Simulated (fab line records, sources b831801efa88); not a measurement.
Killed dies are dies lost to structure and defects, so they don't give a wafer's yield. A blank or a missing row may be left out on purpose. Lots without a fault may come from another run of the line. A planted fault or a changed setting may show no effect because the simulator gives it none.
fab line records | flow sky130
record lots=5 wafers=15 last_day=49
route steps=708 shown SD_N@352 SD_P@359 RES_XHIGH@360 SALICIDE@361 LI_CONTACT@362 LOCAL_INTERCONNECT@387 PAD_OPEN@708
lots that met no fault: from a run of the same line without faults
start_h: hours from the record's first day to the start of the lot's first wafer shown | wait_h: hours since the lot's step before | " the same as in the row above | L1.1+2: a row that stands for several wafers | - no value, or no start given | * or withheld: withheld | < > ~ a bound
route shown NAME@n: a module of which the file shows steps, and the number in the route of the first | usual: mean/standard deviation of fault-free wafers | same: alike in all rows | chamber/n: place in a boat | sites: the reading at each site | _std_site: their standard deviation | _edge_site: outer sites' mean less inner sites' | radius_mm: how far each site lies from the wafer's centre | mask NAME#n: copy n | behind: the tool/chamber that last shaped the wafer | hold: why the lot was held/for how many hours/how that ended | device: the transistor (n, p or np) that didn't switch | end of line: the same wafers' tests at the end of the route | a step without rows: its recipe alone | killed: dies lost to structure and defects at the first sort, not the wafer's yield | map: a wafer's dies, x killed, . not, _ none there
set.NAME: the setting as run; set.NAME@STEP: as run at that earlier step | model.NAME: the simulator's own value behind a step, which no gauge read
lots at some steps of the route; a table a step, a row a wafer
services: from which hour (start_h, from the record's first day; less than 0 if before it) a tool's chamber was out of use, for how many hours, and why
## steps
# step SKY_SD_N_IMPLANT_10
# recipe species=P energy_kev=20 dose_cm2=1e+14 tilt_deg=0
# step SKY_SD_N_STRIP_11
# recipe chemistry=O2/N2 power_w=1400 pressure_mtorr=1500 platen_temp_c=withheld o2_flow_sccm=3000 n2_flow_sccm=300 overash_fraction=0.5
# usual chamber_pressure_mTorr=1499.9/1.4 drypump_motor_current_A=5.44/0.28 oes_product_au=0.528/0.0039 strip_time_to_endpoint_s=22.57/0.037
# same overash_fraction=0.5
# columns lot.wafer tool chamber start_h wait_h chamber_pressure_mTorr drypump_motor_current_A oes_product_au rf_hours_counter_h strip_time_to_endpoint_s
L295.3 plasma_asher-02 1 663.83 0.1 1499.0 5.89 0.535 - 22.57
L295.4 " 0 " " 1497.4 5.68 0.530 - 22.56
L295.5 " 1 " " 1500.7 5.91 0.528 - 22.58
L299.3 plasma_asher-03 0 706.43 0.1 1500.1 5.32 0.527 - 22.59
L299.4 " 1 " " 1500.4 5.26 0.525 - 22.59
L299.5 " 0 " " 1501.4 5.32 0.528 - 22.57
L305.2 plasma_asher-02 1 743.57 0.1 1500.5 5.89 0.530 0 22.55
L305.3 " 1 " " 1499.4 5.93 0.532 - 22.62
L305.5 " 1 " " 1497.8 5.90 0.528 - 22.59
L309.4 plasma_asher-02 0 769.23 0.1 1500.6 5.68 0.526 - 22.51
L309.5 " 0 " " 1498.7 5.66 0.528 - 22.54
L309.6 " 1 " " 1499.0 5.96 0.524 - 22.49
L311.1 plasma_asher-03 1 785.39 0.1 1500.9 5.27 0.520 96 22.58
L311.4 " 1 " " 1500.9 5.27 0.521 - 22.57
L311.6 " 0 " " 1499.9 5.32 0.525 - 22.55
# step SKY_SD_N_TW_MEAS_12
# usual SD_N_TW=3951/36
# columns lot.wafer tool chamber start_h wait_h SD_N_TW
L295.3 film_metro-03 - 663.91 0.1 3944
L295.4 " - " " 3922
L295.5 " - " " 3944
L299.3 film_metro-02 - 706.51 0.1 3906
L299.4 " - " " 3933
L299.5 " - " " 3910
L305.2 film_metro-04 - 743.68 0.1 3994
L305.3 " - " " 3985
L305.5 " - " " 3951
L309.4 film_metro-03 - 769.32 0.1 3903
L309.5 " - " " 3887
L309.6 " - " " 3906
L311.1 film_metro-04 - 785.49 0.1 3992
L311.4 " - " " 4010
L311.6 " - " " 3985
# step SKY_SD_N_CLEAN_13
# recipe chemistry=SC1/SC2 mix=1:4:20 temp_c=70 time_s=150 dry=n2_spin
# step SKY_SD_N_RTA_14
# recipe temp_c=1075 time_s=2 idle_temp_c=650 ramp_up_c_per_s=150 ramp_down_c_per_s=90 ambient=N2
# step SKY_SD_N_RS_MEAS_16
# recipe thk_meas_gauge=four-point-probe
# usual SD_N_RS=68.57/0.13
# columns lot.wafer tool chamber start_h wait_h SD_N_RS[ohm/sq]
L295.3 film_metro-02 - 664.22 0.1 68.46
L295.4 " - " " 68.57
L295.5 " - " " 68.36
L299.3 film_metro-04 - 706.82 0.1 68.71
L299.4 " - " " 68.69
L299.5 " - " " 68.69
L305.2 film_metro-02 - 743.97 0.1 68.43
L305.3 " - " " 68.59
L305.5 " - " " 68.30
L309.4 film_metro-04 - 769.64 0.1 68.71
L309.5 " - " " 68.52
L309.6 " - " " 68.75
L311.1 film_metro-03 - 785.78 0.1 68.54
L311.4 " - " " 68.70
L311.6 " - " " 68.72
# step SKY_SD_N_RS_MEAS_17
# recipe thk_meas_gauge=four-point-probe
# usual SD_P_RS=147.1/0.4
# columns lot.wafer tool chamber start_h wait_h SD_P_RS[ohm/sq]
L295.3 film_metro-02 - 664.34 0.1 146.7
L295.4 " - " " 147.2
L295.5 " - " " 147.2
L299.3 film_metro-04 - 706.94 0.1 147.7
L299.4 " - " " 148.0
L299.5 " - " " 148.2
L305.2 film_metro-02 - 744.09 0.1 146.7
L305.3 " - " " 147.4
L305.5 " - " " 146.9
L309.4 film_metro-04 - 769.76 0.1 147.2
L309.5 " - " " 146.9
L309.6 " - " " 147.2
L311.1 film_metro-03 - 785.90 0.1 147.2
L311.4 " - " " 147.6
L311.6 " - " " 147.4
# step SKY_SD_N_RS_MEAS_18
# recipe thk_meas_gauge=four-point-probe
# usual RES_XHIGH_RS=333.0/1.2
# columns lot.wafer tool chamber start_h wait_h RES_XHIGH_RS[ohm/sq]
L295.3 film_metro-02 - 664.46 0.1 331.0
L295.4 " - " " 331.7
L295.5 " - " " 332.1
L299.3 film_metro-04 - 707.06 0.1 334.3
L299.4 " - " " 334.0
L299.5 " - " " 333.1
L305.2 film_metro-02 - 744.21 0.1 332.6
L305.3 " - " " 331.7
L305.5 " - " " 332.2
L309.4 film_metro-04 - 769.88 0.1 333.5
L309.5 " - " " 334.0
L309.6 " - " " 334.6
L311.1 film_metro-03 - 786.02 0.1 334.3
L311.4 " - " " 334.4
L311.6 " - " " 334.3
# step SKY_SALICIDE_CLEAN_00
# recipe chemistry=HF-last time_s=30 dilution=100:1 dry=ipa_marangoni
# step SKY_LI_CONTACT_HDPCVD_00
# recipe material=PSG target_thk_nm=930 sigma_open_frac=0.3 time_s=155 temp_c=600 sih4_flow_sccm=60 pressure_mtorr=6
# step SKY_LI_CONTACT_THK_MEAS_01
# recipe reads=PSG_of_LI_CONTACT_HDPCVD_00
# usual LI_CONTACT_HDPCVD_THK=933/9.4
# columns lot.wafer tool chamber start_h wait_h LI_CONTACT_HDPCVD_THK[nm]
L295.3 film_metro-02 - 664.68 0.1 906
L295.4 " - " " 910
L295.5 " - " " 939
L299.3 film_metro-02 - 707.28 0.1 941
L299.4 " - " " 938
L299.5 " - " " 915
L305.2 film_metro-04 - 744.44 0.1 929
L305.3 " - " " 932
L305.5 " - " " 919
L309.4 film_metro-02 - 770.14 0.1 928
L309.5 " - " " 945
L309.6 " - " " 934
L311.1 film_metro-02 - 786.26 0.1 924
L311.4 " - " " 929
L311.6 " - " " 946
# step SKY_LI_CONTACT_CMP_02
# recipe material=PSG down_force_psi=4 platen_rpm=60 pad_velocity_m_s=0.94248
# usual motor_current_A=11.7/0.75 time_to_endpoint_s=32.7/2.6
# columns lot.wafer tool chamber start_h wait_h motor_current_A time_to_endpoint_s model.PSG_of_LI_CONTACT_HDPCVD_00.thk_nm
L295.4 cmp-01 3 664.72 0.0 13.1 29.3 597
L295.3 " 1 " " 11.2 32.9 599.2
L295.5 " 3 " " 12.1 32.9 597.4
L299.4 cmp-01 0 707.32 0.0 9.9 32.9 598.8
L299.3 " 1 " " 11.3 35.7 598.7
L299.5 " 1 " " 12.2 35.2 599.5
L305.3 cmp-01 1 744.96 0.5 11.2 33.5 598.6
L305.2 " 2 " " 11.8 32.5 596
L305.5 " 1 " " 11.2 32.4 598
L309.4 cmp-01 3 770.22 0.1 12.5 30.3 595.7
L309.6 " 2 " " 11.5 31.6 597.5
L309.5 " 3 " " 12.2 33.0 595.5
L311.4 cmp-01 1 786.32 0.0 11.3 38.2 536.8
L311.1 " 0 " " 10.9 36.6 535.8
L311.6 " 2 " " 11.5 39.0 536.6
# step SKY_LI_CONTACT_BOW_MEAS_03
# recipe mode=bow
# usual LI_CONTACT_BOW=55/7.1
# columns lot.wafer tool chamber start_h wait_h hold LI_CONTACT_BOW[um]
L295.3 film_metro-02 - 665.06 0.2 - 43
L295.4 " - " " - 65
L295.5 " - " " - 46
L299.3 film_metro-03 - 707.66 0.2 - 42
L299.4 " - " " - 57
L299.5 " - " " - 58
L305.2 film_metro-02 - 745.23 0.2 - 64
L305.3 " - " " - 51
L305.5 " - " " - 42
L309.4 film_metro-02 - 770.53 0.3 - 63
L309.5 " - " " - 45
L309.6 " - " " - 50
L311.1 film_metro-02 - 786.62 0.1 await_dispo/0.2h/release 53
L311.4 " - " " await_dispo/0.2h/release 51
L311.6 " - " " await_dispo/0.2h/release 53
L311.1 film_metro-02 - 786.91 0.3 - -
L311.4 " - " " - -
L311.6 " - " " - -
# step SKY_LI_CONTACT_HMDS_05
# recipe prime_time_s=60 prime_temp_c=120
# step SKY_LI_CONTACT_COAT_06
# recipe resist=BARC temp_c=withheld time_s=withheld spin_rpm=3000 resist_thk_nm=60
# step SKY_LI_CONTACT_COAT_07
# recipe resist=KrF-thick spin_rpm=3000 resist_thk_nm=450
# step SKY_LI_CONTACT_SOFTBAKE_08
# recipe temp_c=100 time_s=90 resist=KrF-thick
# step SKY_LI_CONTACT_EXPOSE_09
# recipe mask_id=LICM1 na=0.8 source_shape=annular sigma_inner=0.55 sigma_outer=0.85 target_cd_nm=170 dose_mj=38
# step SKY_LI_CONTACT_PEB_10
# recipe peb_temp_c=withheld peb_time_s=withheld resist=KrF-thick
# step SKY_LI_CONTACT_DEVELOP_11
# recipe develop_time_s=60 resist=KrF-thick dev_temp_c=21
# step SKY_LI_CONTACT_CD_MEAS_12
# recipe target_cd_nm=170
# usual cd_nm=170.3/1.6
# columns lot.wafer tool chamber start_h wait_h cd_nm
L295.3 cd_sem-02 - 694.03 - 172.4
L295.4 " - " " 172.4
L295.5 " - " " 173.4
L299.3 cd_sem-02 - 736.01 - 169.7
L299.4 " - " " 170.0
L299.5 " - " " 169.3
L305.2 cd_sem-02 - 772.59 - 170.3
L305.3 " - " " 170.4
L305.5 " - " " 169.4
L309.4 cd_sem-02 - 797.95 - 171.9
L309.5 " - " " 170.5
L309.6 " - " " 171.3
L311.1 cd_sem-02 - 813.67 - 170.4
L311.4 " - " " 168.6
L311.6 " - " " 171.2
# step SKY_LI_CONTACT_OVL_MEAS_13
# usual LI_CONTACT_OVL=-5/5.4
# columns lot.wafer tool chamber start_h wait_h LI_CONTACT_OVL[nm]
L295.3 overlay-01 - 694.12 0.1 -14
L295.4 " - " " -16
L295.5 " - " " -14
L299.3 overlay-02 - 736.10 0.1 -5
L299.4 " - " " -10
L299.5 " - " " -11
L305.2 overlay-01 - 772.69 0.1 -14
L305.3 " - " " -7
L305.5 " - " " -11
L309.4 overlay-01 - 798.03 0.1 -4
L309.5 " - " " -5
L309.6 " - " " 0
L311.1 overlay-02 - 813.79 0.1 -2
L311.4 " - " " 3
L311.6 " - " " -3
# step SKY_LI_CONTACT_ETCH_14
# recipe chemistry=N2/H2 target=BARC ion_energy_ev=200 source_w=500 bias_w=100 pressure_mtorr=30 n2_flow_sccm=100 h2_flow_sccm=200 stop_on=SiO2 time_s=45.9 target_depth_a=600
# usual chamber_pressure_mTorr=29.999/0.028 drypump_motor_current_A=5.9/0.4 oes_product_au=0.855/0.0049 throttle_valve_pct=13.225/0.0095
# columns lot.wafer tool chamber start_h wait_h chamber_pressure_mTorr drypump_motor_current_A oes_product_au rf_hours_counter_h throttle_valve_pct
L295.3 rie_diel-02 3 694.14 0.0 30.011 6.2 0.857 5 13.222
L295.4 " 0 " " 30.006 6.0 0.856 18 13.219
L295.5 " 3 " " 30.018 6.2 0.862 - 13.224
L299.3 rie_diel-02 2 736.13 0.0 30.013 6.6 0.853 21 13.224
L299.4 " 0 " " 30.012 6.0 0.864 18 13.224
L299.5 " 1 " " 29.956 5.5 0.842 - 13.212
L305.2 rie_diel-01 0 772.72 0.0 29.973 5.9 0.852 10 13.232
L305.3 " 3 " " 29.965 6.2 0.853 21 13.239
L305.5 " 2 " " 30.000 6.0 0.855 - 13.215
L309.4 rie_diel-02 0 798.05 0.0 29.934 6.0 0.848 20 13.229
L309.5 " 2 " " 29.969 6.6 0.850 - 13.227
L309.6 " 1 " " 29.999 5.5 0.850 - 13.238
L311.1 rie_diel-01 0 813.82 0.0 29.976 5.9 0.853 11 13.233
L311.4 " 2 " " 30.020 6.0 0.854 16 13.214
L311.6 " 0 " " 30.045 6.0 0.856 - 13.228
# step SKY_LI_CONTACT_ETCH_15
# recipe target=PSG chemistry=C4F8/O2/Ar stop_on=Si taper_deg=4.15 mask_material=KrF-thick source_w=1500 bias_w=1200 pressure_mtorr=40 c4f8_flow_sccm=withheld O2_flow_sccm=6 Ar_flow_sccm=300 time_s=withheld target_depth_a=6000
# usual chamber_pressure_mTorr=40.00/0.033 oes_product_au=0.837/0.0048
# columns lot.wafer tool chamber start_h wait_h chamber_pressure_mTorr oes_product_au model.etch.depth_nm model.LI_CONTACT.feature_depth_nm
L295.3 rie_diel-02 3 694.18 0.0 39.98 0.841 599.2 599.2
L295.4 " 0 " " 40.02 0.831 597 597
L295.5 " 3 " " 39.96 0.829 597.4 597.4
L299.3 rie_diel-02 2 736.17 0.0 40.02 0.840 598.7 598.7
L299.4 " 0 " " 40.01 0.834 598.8 598.8
L299.5 " 1 " " 39.96 0.838 599.5 599.5
L305.2 rie_diel-01 0 772.76 0.0 40.03 0.841 596 596
L305.3 " 3 " " 40.07 0.846 598.6 598.6
L305.5 " 2 " " 40.04 0.838 598 598
L309.4 rie_diel-02 0 798.09 0.0 40.04 0.828 595.7 595.7
L309.5 " 2 " " 39.99 0.848 595.5 595.5
L309.6 " 1 " " 39.96 0.838 597.5 597.5
L311.1 rie_diel-01 0 813.86 0.0 39.98 0.788 535.8 535.8
L311.4 " 2 " " 39.96 0.789 536.8 536.8
L311.6 " 0 " " 40.00 0.790 536.6 536.6
# step SKY_LI_CONTACT_STRIP_16
# recipe chemistry=O2/N2 power_w=1400 pressure_mtorr=1500 platen_temp_c=withheld o2_flow_sccm=3000 n2_flow_sccm=300 overash_fraction=0.5
# step SKY_LI_CONTACT_CLEAN_17
# recipe chemistry=NMP time_s=600 temp_c=60 dry=n2_spin
# step SKY_LI_CONTACT_PRE_CLEAN_18
# recipe gas=Ar time_s=5.6 bias_v=358
# step SKY_LI_CONTACT_SPUTTER_19
# recipe material=Ti target_thk_nm=20 chamber_pressure_pa=5 power_w=2500 substrate_temp_c=200 time_s=106.37
# step SKY_LI_CONTACT_SPUTTER_20
# recipe material=TiN target_thk_nm=20 chamber_pressure_pa=5 power_w=4000 time_s=80
# usual throttle_valve_pct=30.0/1.3
# columns lot.wafer tool chamber start_h wait_h throttle_valve_pct
L295.3 pvd_sputter-04 - 694.64 0.0 30.3
L295.4 " - " " 29.6
L295.5 " - " " 29.6
L299.3 pvd_sputter-03 - 736.63 0.0 28.9
L299.4 " - " " 27.8
L299.5 " - " " 28.9
L305.2 pvd_sputter-04 - 773.22 0.0 29.5
L305.3 " - " " 32.6
L305.5 " - " " 29.5
L309.4 pvd_sputter-03 - 798.54 0.0 29.0
L309.5 " - " " 28.9
L309.6 " - " " 28.1
L311.1 pvd_sputter-04 - 814.37 0.0 32.4
L311.4 " - " " 29.5
L311.6 " - " " 31.6
# step SKY_LI_CONTACT_CVD_21
# recipe material=W target_thk_nm=400 time_s=120.56 temp_c=400 pressure_torr=40
# usual chamber_pressure_Torr=40.00/0.08 heater_power_w=841/91
# columns lot.wafer tool chamber start_h wait_h chamber_pressure_Torr heater_power_w since_wet_clean_h
L295.3 cvd_w-01 0 694.74 0.1 40.09 915 -
L295.4 " 1 " " 40.03 675 -
L295.5 " 1 " " 39.88 688 -
L299.3 cvd_w-01 1 736.73 0.1 39.99 677 -
L299.4 " 0 " " 40.06 924 -
L299.5 " 1 " " 40.04 672 -
L305.2 cvd_w-02 0 773.28 0.0 39.96 804 869
L305.3 " 1 " " 40.03 925 -
L305.5 " 0 " " 40.06 818 -
L309.4 cvd_w-02 1 798.65 0.1 40.09 912 -
L309.5 " 0 " " 40.07 827 -
L309.6 " 1 " " 40.07 909 -
L311.1 cvd_w-01 0 814.43 0.0 40.02 905 410
L311.4 " 0 " " 40.16 931 -
L311.6 " 1 " " 39.96 670 -
# step SKY_LI_CONTACT_RS_MEAS_22
# recipe thk_meas_gauge=four-point-probe reads=W_of_LI_CONTACT_CVD_21+TiN_of_LI_CONTACT_SPUTTER_20+Ti_of_LI_CONTACT_SPUTTER_19
# usual LI_CONTACT_W_RS=0.2849/0.0028
# columns lot.wafer tool chamber start_h wait_h LI_CONTACT_W_RS[ohm/sq]
L295.3 film_metro-02 - 694.87 0.1 0.2854
L295.4 " - " " 0.2881
L295.5 " - " " 0.2872
L299.3 film_metro-03 - 736.85 0.1 0.2842
L299.4 " - " " 0.2848
L299.5 " - " " 0.2877
L305.2 film_metro-04 - 773.43 0.1 0.2859
L305.3 " - " " 0.2849
L305.5 " - " " 0.2882
L309.4 film_metro-03 - 798.79 0.1 0.2885
L309.5 " - " " 0.2841
L309.6 " - " " 0.2904
L311.1 film_metro-03 - 814.56 0.1 0.2840
L311.4 " - " " 0.2843
L311.6 " - " " 0.2875
# step SKY_LI_CONTACT_THK_MEAS_23
# recipe thk_meas_gauge=xrf reads=W_of_LI_CONTACT_CVD_21
# usual LI_CONTACT_W_THK=409/5.2
# columns lot.wafer tool chamber start_h wait_h LI_CONTACT_W_THK[nm]
L295.3 film_metro-02 - 694.97 0.1 398
L295.4 " - " " 396
L295.5 " - " " 399
L299.3 film_metro-03 - 736.95 0.1 415
L299.4 " - " " 412
L299.5 " - " " 411
L305.2 film_metro-04 - 773.54 0.1 406
L305.3 " - " " 405
L305.5 " - " " 401
L309.4 film_metro-03 - 798.88 0.1 409
L309.5 " - " " 409
L309.6 " - " " 403
L311.1 film_metro-03 - 814.68 0.1 414
L311.4 " - " " 413
L311.6 " - " " 409
# step SKY_LI_CONTACT_CMP_24
# recipe stop_on=PSG t_overpolish_s=20 down_force_psi=3.5 platen_rpm=60 target_thk_nm=0 pad_velocity_m_s=0.94248
# usual motor_current_A=10.8/0.57
# columns lot.wafer tool chamber start_h wait_h motor_current_A model.PSG_of_LI_CONTACT_HDPCVD_00.thk_nm
L295.4 cmp-01 0 695.01 0.0 9.4 587.6
L295.3 " 3 " " 11.3 589.8
L295.5 " 1 " " 10.3 587.9
L299.3 cmp-02 2 737.09 0.1 11.3 589.3
L299.4 " 3 " " 11.4 589.3
L299.5 " 0 " " 10.8 590.1
L305.3 cmp-02 2 773.69 0.1 11.6 589.1
L305.2 " 3 " " 10.9 586.5
L305.5 " 0 " " 11.0 588.6
L309.4 cmp-02 1 798.91 0.0 10.5 586.3
L309.6 " 1 " " 10.9 588
L309.5 " 2 " " 11.7 586.1
L311.1 cmp-01 0 814.79 0.1 10.0 526.3
L311.4 " 2 " " 10.1 527.3
L311.6 " 3 " " 11.7 527.2
# step SKY_LOCAL_INTERCONNECT_SPUTTER_00
# recipe material=TiN target_thk_nm=100 temp_c=300 power_w=6500 time_s=83.3 chamber_pressure_pa=0.4
# usual throttle_valve_pct=29.6/0.99
# columns lot.wafer tool chamber start_h wait_h throttle_valve_pct
L295.3 pvd_sputter-02 - 695.31 0.1 29.7
L295.4 " - " " 30.6
L295.5 " - " " 30.0
L299.3 pvd_sputter-02 - 737.29 0.1 30.2
L299.4 " - " " 30.0
L299.5 " - " " 29.7
L305.2 pvd_sputter-01 - 773.89 0.1 27.9
L305.3 " - " " 28.5
L305.5 " - " " 30.1
L309.4 pvd_sputter-01 - 799.21 0.2 28.1
L309.5 " - " " 30.5
L309.6 " - " " 28.5
L311.1 pvd_sputter-01 - 815.04 0.2 30.1
L311.4 " - " " 27.7
L311.6 " - " " 28.3
# step SKY_PAD_OPEN_PROBE_99
# usual killed_at_M0_to_M3=42/6.7 killed_at_M4_up=3.0/1.9 killed_at_contacts=24/5.3 killed_at_front_end=16/4.3 killed_at_other=0.4/0.71 killed_dies=85/9.6 killed_open=46/6.5 killed_short=39/6.7
# same gross_dies=492 killed_at_back_side=0
# columns lot.wafer tool chamber start_h wait_h killed_at_M0_to_M3 killed_at_M4_up killed_at_contacts killed_at_front_end killed_at_other killed_dies killed_open killed_short model.etest.licon_pdiff.rc_ohm model.etest.cap_li_to_poly.c_af_um2 model.etest.licon_ndiff.rc_ohm model.etest.licon_poly.rc_ohm model.etest.cap_li_to_well.c_af_um2
L295.3 prober-02 - 1098.15 0.2 51 3 29 19 3 105 60 42 562 99.44 179 149 36.62
L295.4 prober-02 - 1098.20 0.2 46 2 28 20 0 96 55 41 564.6 98.1 178.2 146.9 36.59
L295.5 prober-02 - 1098.25 0.2 51 2 21 11 3 88 48 37 552.5 100.7 183.9 142.8 37.12
L299.3 prober-02 - 1130.49 0.2 37 1 23 18 1 80 42 38 587.5 95.07 180.2 146 36.27
L299.4 prober-02 - 1130.54 0.2 35 3 31 9 0 78 46 32 585.2 98.81 179.9 154.8 37.1
L299.5 prober-02 - 1130.59 0.2 39 3 23 18 0 83 43 40 584.7 96.61 182.2 157.3 35.8
L305.2 prober-02 - 1159.39 0.1 51 5 25 17 0 98 47 48 578.4 98.26 184 154.3 36.75
L305.3 prober-02 - 1159.44 0.2 37 1 30 17 1 86 45 41 577.6 97.89 185 152.4 37.2
L305.5 prober-02 - 1159.54 0.2 51 6 23 15 0 95 60 34 577.1 101.2 183 151.8 37.16
L309.4 prober-01 - 1176.82 0.2 38 0 24 12 0 74 33 40 571.7 99.99 177.5 150.9 36.55
L309.5 prober-01 - 1176.87 0.2 45 4 26 21 1 97 49 45 579.3 99.3 183.1 155.4 36.45
L309.6 prober-01 - 1176.92 0.2 42 4 38 15 0 99 52 47 575.9 102.3 182.6 151.5 37.55
L311.1 prober-02 - 1183.50 0.1 40 1 24 15 0 80 50 30 546.4 118.8 166.9 140 39.69
L311.4 prober-02 - 1183.65 0.2 45 4 23 12 0 84 40 44 553.5 119 167.2 146.2 40.21
L311.6 prober-02 - 1183.75 0.2 33 5 25 13 1 77 49 28 556.9 121 166.8 140.9 39.41
# killed by level:class
L295.3 VIA1:geometric_particle:open=14 CONTACT:geometric_particle:open=11 VIA3:geometric_particle:open=9 VIA2:geometric_particle:open=7 FIELD_ISO:geometric_particle:short=6 LI_CONTACT:geometric_particle:open=6 CONTACT:geometric_particle:short=6 METAL2:geometric_particle:short=6
L295.4 VIA1:geometric_particle:open=17 CONTACT:geometric_particle:open=13 VIA1:geometric_particle:short=9 FIELD_ISO:geometric_particle:open=5 CONTACT:geometric_particle:short=5 FIELD_ISO:geometric_particle:short=4 POLY_GATE:geometric_particle:short=4 POLY_GATE:geometric_particle:open=4
L295.5 VIA1:geometric_particle:open=11 CONTACT:geometric_particle:open=9 METAL2:geometric_particle:short=8 VIA3:geometric_particle:open=7 VIA2:geometric_particle:open=6 FIELD_ISO:geometric_particle:open=5 METAL1:geometric_particle:short=5 VIA1:geometric_particle:short=5
L299.3 VIA1:geometric_particle:open=9 CONTACT:geometric_particle:open=8 FIELD_ISO:geometric_particle:short=7 LI_CONTACT:geometric_particle:open=6 METAL2:geometric_particle:short=6 FIELD_ISO:geometric_particle:open=5 METAL3:geometric_particle:short=5 CONTACT:geometric_particle:short=4
L299.4 CONTACT:geometric_particle:open=11 CONTACT:geometric_particle:short=8 VIA1:geometric_particle:open=7 VIA2:geometric_particle:open=7 LI_CONTACT:geometric_particle:open=6 VIA3:geometric_particle:open=6 VIA2:geometric_particle:short=5 VIA1:geometric_particle:short=4
L299.5 VIA1:geometric_particle:open=11 VIA2:geometric_particle:open=8 LOCAL_INTERCONNECT:geometric_particle:short=7 METAL2:geometric_particle:short=7 CONTACT:geometric_particle:open=5 FIELD_ISO:geometric_particle:open=4 FIELD_ISO:geometric_particle:short=4 POLY_GATE:geometric_particle:open=4
L305.2 VIA1:geometric_particle:open=17 METAL2:geometric_particle:short=11 VIA3:geometric_particle:open=8 CONTACT:geometric_particle:open=7 CONTACT:geometric_particle:short=6 POLY_GATE:geometric_particle:short=5 LI_CONTACT:geometric_particle:open=5 VIA1:geometric_particle:short=5
L305.3 VIA1:geometric_particle:open=11 FIELD_ISO:geometric_particle:open=7 LI_CONTACT:geometric_particle:open=6 LOCAL_INTERCONNECT:geometric_particle:short=6 CONTACT:geometric_particle:open=6 LI_CONTACT:geometric_particle:short=5 CONTACT:geometric_particle:short=5 VIA2:geometric_particle:open=5
L305.5 VIA1:geometric_particle:open=15 VIA2:geometric_particle:open=7 CONTACT:geometric_particle:open=6 METAL1:geometric_particle:open=6 FIELD_ISO:geometric_particle:open=5 METAL2:geometric_particle:short=5 LI_CONTACT:geometric_particle:open=5 CONTACT:geometric_particle:short=5
L309.4 CONTACT:geometric_particle:open=9 METAL2:geometric_particle:short=7 VIA2:geometric_particle:open=7 CONTACT:geometric_particle:short=6 LOCAL_INTERCONNECT:geometric_particle:short=6 VIA1:geometric_particle:short=5 POLY_GATE:geometric_particle:short=4 METAL1:geometric_particle:short=4
L309.5 VIA1:geometric_particle:open=12 LI_CONTACT:geometric_particle:open=7 LOCAL_INTERCONNECT:geometric_particle:short=7 VIA2:geometric_particle:open=6 CONTACT:geometric_particle:open=6 VIA3:geometric_particle:open=6 POLY_GATE:geometric_particle:open=5 METAL2:geometric_particle:short=5
L309.6 CONTACT:geometric_particle:open=11 VIA3:geometric_particle:open=10 LI_CONTACT:geometric_particle:open=9 VIA1:geometric_particle:open=8 METAL1:geometric_particle:short=7 CONTACT:geometric_particle:short=6 FIELD_ISO:geometric_particle:short=5 LOCAL_INTERCONNECT:geometric_particle:short=5
L311.1 VIA1:geometric_particle:open=14 CONTACT:geometric_particle:open=9 VIA2:geometric_particle:open=5 FIELD_ISO:geometric_particle:open=4 LI_CONTACT:geometric_particle:open=4 LOCAL_INTERCONNECT:geometric_particle:short=4 VIA1:geometric_particle:short=4 FIELD_ISO:geometric_particle:short=3
L311.4 VIA1:geometric_particle:open=9 LOCAL_INTERCONNECT:geometric_particle:short=7 METAL1:geometric_particle:short=7 LI_CONTACT:geometric_particle:open=6 VIA3:geometric_particle:open=6 CONTACT:geometric_particle:open=5 VIA2:geometric_particle:open=5 FIELD_ISO:geometric_particle:open=4
L311.6 VIA1:geometric_particle:open=12 CONTACT:geometric_particle:open=10 VIA3:geometric_particle:open=8 FIELD_ISO:geometric_particle:open=6 LOCAL_INTERCONNECT:geometric_particle:short=5 CONTACT:geometric_particle:short=3 LI_CONTACT:geometric_particle:short=3 METAL2:geometric_particle:open=3
## services
# columns tool chamber start_h hours kind
cmp-02 - 653.47 0.2 repair
cmp-02 - 658.15 0.4 repair
cmp-02 - 658.55 8.2 pm
cvd_w-01 - 684.52 4.3 repair
cmp-01 - 686.30 4.0 pm
pvd_sputter-01 - 694.35 2.2 repair
plasma_asher-02 - 698.95 0.7 repair
pvd_sputter-04 - 699.05 0.6 repair
pvd_sputter-01 - 710.75 8.4 repair
cmp-02 - 711.32 4.3 repair
pvd_sputter-01 - 719.05 0.9 repair
rie_diel-01 - 729.33 0.5 repair
plasma_asher-02 - 733.75 9.0 pm
rie_diel-02 3 740.15 5.8 repair
rie_diel-02 0 741.32 4.7 repair
cmp-02 - 744.00 4.0 pm
cmp-01 - 759.02 2.1 repair
pvd_sputter-01 - 767.14 3.9 repair
pvd_sputter-01 - 778.36 2.2 repair
cmp-01 - 784.23 1.7 repair
pvd_sputter-01 - 786.03 4.2 repair
rie_diel-01 - 795.44 0.2 repair
rie_diel-01 2 797.60 1.7 repair
rie_diel-02 - 814.61 1.0 repair
## key
first_sign step=SKY_LI_CONTACT_CMP_02 reading=time_to_endpoint_s direction=up sigmas=2 usual=* struck=*
effect step=SKY_LI_CONTACT_BOW_MEAS_03 reading=visit direction=added
effect step=SKY_LI_CONTACT_ETCH_15 reading=oes_product_au direction=down sigmas=10 usual=0.837 struck=0.789
model_effect step=SKY_LI_CONTACT_CMP_02 value=PSG_of_LI_CONTACT_HDPCVD_00.thk_nm without=596.1 struck=536.4
model_effect step=SKY_LI_CONTACT_ETCH_15 value=etch.depth_nm without=596.1 struck=536.4
model_effect step=SKY_LI_CONTACT_CMP_24 value=PSG_of_LI_CONTACT_HDPCVD_00.thk_nm without=586.7 struck=526.9
model_effect step=SKY_PAD_OPEN_PROBE_99 value=etest.licon_pdiff.rc_ohm without=577.3 struck=552.3
met_at SKY_LI_CONTACT_CMP_02
struck_wafers L311.1,L311.4,L311.6
tester_left_out L311
onset_between 770.22 786.32
also_fits time
fault kind=process_parameter_drift tool=cmp-01 chamber=- onset_h=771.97 steps=SKY_LI_CONTACT_CMP_02 channel=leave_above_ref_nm offset=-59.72 shape=step end_h=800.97 acts_in=these_recipes_only stated=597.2
# tester_left_out: of these lots the tester's yield and bins aren't shown, on N5 and GAA mostly nor the transistor test; their killed dies are dies lost to structure and defects alone, not to doping, threshold or leakage, so they don't give the yield
